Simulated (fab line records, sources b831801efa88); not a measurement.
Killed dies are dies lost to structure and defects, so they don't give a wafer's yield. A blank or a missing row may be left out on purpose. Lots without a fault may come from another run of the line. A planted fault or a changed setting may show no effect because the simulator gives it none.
Which tool did it? | flow sky130 | 10 lots, 30 wafers sampled, at 6 steps of a route of 708

WHAT THE GAUGES READ, wafer by wafer
SKY_METAL3_OVL_MEAS_14.
lot  | measured     | on         | METAL3_OVL (nm)
L865 | day 38 15:14 | overlay-02 | -5 -4 -6
L866 | day 39 03:50 | overlay-01 | 6 3 7
L869 | day 39 23:20 | overlay-01 | 1 -7 1
L868 | day 40 04:38 | overlay-01 | 8 -3 9
L876 | day 42 09:32 | overlay-02 | 4 5 5
L880 | day 42 23:05 | overlay-02 | -10 0 -3
L881 | day 43 00:02 | overlay-02 | -2 5 2
L882 | day 43 11:56 | overlay-01 | 8 -1 7
L884 | day 43 21:29 | overlay-02 | -9 -2 1
L885 | day 44 04:15 | overlay-02 | -2 -3 -8

SKY_VIA3_RS_MEAS_22: measures by four-point-probe.
lot  | measured     | on            | VIA3_W_RS (ohm/sq)
L865 | day 39 18:06 | film_metro-03 | 0.2895 0.2912 0.2892
L866 | day 40 06:41 | film_metro-04 | 0.2921 0.2933 0.2932
L869 | day 41 02:08 | film_metro-02 | 0.2913 0.2875 0.2920
L868 | day 41 06:57 | film_metro-03 | 0.2909 0.2873 0.2924
L876 | day 43 11:52 | film_metro-03 | 0.2892 0.2925 0.2895
L880 | day 44 00:56 | film_metro-02 | 0.4538 0.4609 0.4491
L881 | day 44 01:51 | film_metro-04 | 0.4463 0.4439 0.4509
L882 | day 44 12:28 | film_metro-04 | 0.2927 0.2901 0.2916
L884 | day 44 21:59 | film_metro-02 | 0.2938 0.2920 0.2912
L885 | day 45 05:09 | film_metro-02 | 0.2955 0.2954 0.2944

SKY_VIA3_THK_MEAS_23: measures by xrf.
lot  | measured     | on            | VIA3_W_THK (nm)
L865 | day 39 18:11 | film_metro-03 | 409 403 407
L866 | day 40 06:49 | film_metro-04 | 406 407 408
L869 | day 41 02:14 | film_metro-02 | 400 408 403
L868 | day 41 07:04 | film_metro-03 | 408 416 408
L876 | day 43 11:59 | film_metro-03 | 411 405 408
L880 | day 44 01:03 | film_metro-02 | 258 254 260
L881 | day 44 01:58 | film_metro-04 | 266 269 264
L882 | day 44 12:34 | film_metro-04 | 409 412 411
L884 | day 44 22:07 | film_metro-02 | 400 403 403
L885 | day 45 05:15 | film_metro-02 | 395 392 396

WHICH TOOL RAN EACH LOT (tool, then ch and the chambers of the sampled wafers, then the start)
lot  | SKY_METAL3_SPUTTER_02        | SKY_VIA3_CMP_02               | SKY_VIA3_CVD_21
L865 | pvd_sputter-04, day 36 10:59 | cmp-01 ch 1,2, day 38 16:28   | cvd_w-02 ch 0,1, day 39 17:58
L866 | pvd_sputter-01, day 36 23:56 | cmp-01 ch 0,2,3, day 39 05:10 | cvd_w-01 ch 0,1, day 40 06:34
L869 | pvd_sputter-04, day 37 20:50 | cmp-02 ch 0,1,3, day 40 00:50 | cvd_w-01 ch 0,1, day 41 02:00
L868 | pvd_sputter-01, day 38 02:04 | cmp-01 ch 1,2,3, day 40 06:00 | cvd_w-02 ch 0,1, day 41 06:49
L876 | pvd_sputter-01, day 40 10:18 | cmp-01 ch 0,2, day 42 11:25   | cvd_w-01 ch 0,1, day 43 11:44
L880 | pvd_sputter-04, day 40 23:41 | cmp-01 ch 0,1,3, day 43 00:37 | cvd_w-02 ch 0,1, day 44 00:48
L881 | pvd_sputter-01, day 41 01:04 | cmp-01 ch 1,2, day 43 01:24   | cvd_w-02 ch 0,1, day 44 01:44
L882 | pvd_sputter-04, day 41 13:38 | cmp-02 ch 1,3, day 43 13:22   | cvd_w-01 ch 0,1, day 44 12:19
L884 | pvd_sputter-01, day 41 23:14 | cmp-01 ch 2,3, day 43 22:47   | cvd_w-01 ch 0,1, day 44 21:52
L885 | pvd_sputter-02, day 42 05:20 | cmp-02 ch 0,1, day 44 05:43   | cvd_w-01 ch 0,1, day 45 05:02
- SKY_METAL3_SPUTTER_02: material AlCu, target thk 735 nm, time 39.1 s.
- SKY_VIA3_CMP_02: polishes SiO2.
- SKY_VIA3_CVD_21: deposits W, target thk 390 nm, time 117.31 s.

WHAT THE TOOLS THEMSELVES READ (means of the sampled wafers that have a number; where no wafer has one, the mark that the record gives instead)
SKY_METAL3_SPUTTER_02.
lot  | tool           | throttle_valve_pct (%)
L865 | pvd_sputter-04 | 30.5
L866 | pvd_sputter-01 | 29.5
L869 | pvd_sputter-04 | 31.4
L868 | pvd_sputter-01 | 29.8
L876 | pvd_sputter-01 | 29.6
L880 | pvd_sputter-04 | 32.0
L881 | pvd_sputter-01 | 30.2
L882 | pvd_sputter-04 | 31.4
L884 | pvd_sputter-01 | 29.8
L885 | pvd_sputter-02 | 31.3

SKY_VIA3_CMP_02.
lot  | tool   | edge_zone_pressure_frac | motor_current_A (A) | platen_rpm (rpm) | slurry_filter_dp_kPa (kPa)
L865 | cmp-01 | 0.999                   | 12.1                | 60.01            | 13.53
L866 | cmp-01 | 0.998                   | 12.2                | 60.03            | 13.58
L869 | cmp-02 | 0.998                   | 11.9                | 59.98            | 13.65
L868 | cmp-01 | 1.003                   | 12.7                | 60.01            | 13.64
L876 | cmp-01 | 0.997                   | 12.4                | 59.94            | 13.44
L880 | cmp-01 | 1.004                   | 12.2                | 59.97            | 13.54
L881 | cmp-01 | 1.001                   | 12.8                | 60.06            | 13.62
L882 | cmp-02 | 1.002                   | 11.9                | 60.02            | 13.57
L884 | cmp-01 | 0.995                   | 12.2                | 59.97            | 13.50
L885 | cmp-02 | 1.004                   | 12.3                | 60.05            | 13.48

SKY_VIA3_CVD_21.
lot  | tool     | heater_power_w (W)
L865 | cvd_w-02 | 841
L866 | cvd_w-01 | 938
L869 | cvd_w-01 | 922
L868 | cvd_w-02 | 846
L876 | cvd_w-01 | 922
L880 | cvd_w-02 | 883
L881 | cvd_w-02 | 866
L882 | cvd_w-01 | 923
L884 | cvd_w-01 | 920
L885 | cvd_w-01 | 949

THE ANSWER, worked out from the rows above alone
Rule: what is usual is taken from the lots themselves. Put in order of their means at a reading, lots are off if they are a third of the lots or fewer, leave a main group of 4 or more, and stand apart from it by a gap of 3 or more times the standard deviation of the main group's means; of several such gaps the widest counts. A main group whose means are all the same, to the digits that the tables above print for the reading, isn't used. A lot without any number at a reading at which 4 lots or more have one is off too. The other lots that the step has rows for count as sound. The gauges are gone through in route order, then the tools' own readings, and for those a lot's mean is taken as printed above. The first step at which some lot is off is used, and at that step the reading that is off furthest; a lot without a number counts as furthest.
Off: L880, L881, at SKY_VIA3_RS_MEAS_22 (VIA3_W_RS). The main group: mean 0.2916 ohm/sq, standard deviation 0.0017.
A tool fits if, at a process step before that reading, it ran every lot that is off, and no sound lot after the first of them. The gauges at SKY_VIA3_RS_MEAS_22 are tried like those tools. One fits: cvd_w-02 at SKY_VIA3_CVD_21. Its last sound lot is L868 (day 41 06:49), its first lot that is off L880 (day 44 00:48): a fault that began between those two fits.

WHAT THE SIMULATOR HAD PUT IN
Process parameter drift: cvd_w-02, from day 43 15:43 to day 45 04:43, at SKY_VIA3_CVD_21. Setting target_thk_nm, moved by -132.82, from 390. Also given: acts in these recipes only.
Lots struck among those shown: L880, L881. The rule above found the same.
